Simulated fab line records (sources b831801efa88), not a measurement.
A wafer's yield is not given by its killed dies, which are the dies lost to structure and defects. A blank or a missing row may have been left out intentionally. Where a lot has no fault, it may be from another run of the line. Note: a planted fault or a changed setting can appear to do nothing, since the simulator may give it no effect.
Chamber matching	flow gf180mcu	GF_V5_CMP_26 on cmp-02: 4 sister chambers
The step polishes, stops on SiO2, t overpolish 15 s, target thk 0 nm. 8 wafers are shown with their chamber, then 8 later ones without.

## EACH WAFER AND ITS CHAMBER
wafer	chamber	motorCurrentA (A)	overpolishRunS (s)
L274.1	0	11.9	15.002
L274.4	2	11.1	15.006
L278.1	0	11.6	14.998
L278.4	3	10.2	14.987
L278.6	3	9.7	15.008
L279.3	2	10.9	15.014
L279.5	1	11.6	14.996
L280.3	1	11.9	14.988

## WAFERS MISSING THEIR CHAMBER
wafer	motorCurrentA (A)	overpolishRunS (s)
L280.5	9.5	14.989
L280.6	11.0	14.994
L282.3	11.9	15.004
L282.5	9.9	14.991
L282.6	11.8	14.990
L284.2	11.4	14.999
L284.4	11.4	15.002
L284.6	10.4	14.996

## EACH ONE'S CHAMBER
wafer	from the rows above	in truth
L280.5	3	3
L280.6	can't be placed: 2 or 1 or 0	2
L282.3	can't be placed: 0 or 1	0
L282.5	3	3
L282.6	can't be placed: 1 or 0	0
L284.2	can't be placed: 0 or 1 or 2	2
L284.4	can't be placed: 0 or 1 or 2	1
L284.6	can't be placed: 3 or 2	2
2 of 8 placed correctly. Not placeable from these rows: 6 (in 6, the candidates include the true chamber). 0 placed wrongly.
How it was worked out, from the rows above alone: a wafer's distance from a chamber is the root of the sum, over the readings, of the square of ((its reading less the chamber's mean) divided by the reading's scatter). If the next closest chamber is less than 2 further off than the closest, the wafer can't be placed; otherwise it belongs to the closest. The mean given for a chamber averages the wafers shown for that chamber. The scatter: take each reading less its chamber's mean, square it, sum over the shown wafers, divide by the number of wafers less the number of chambers, and take the root.
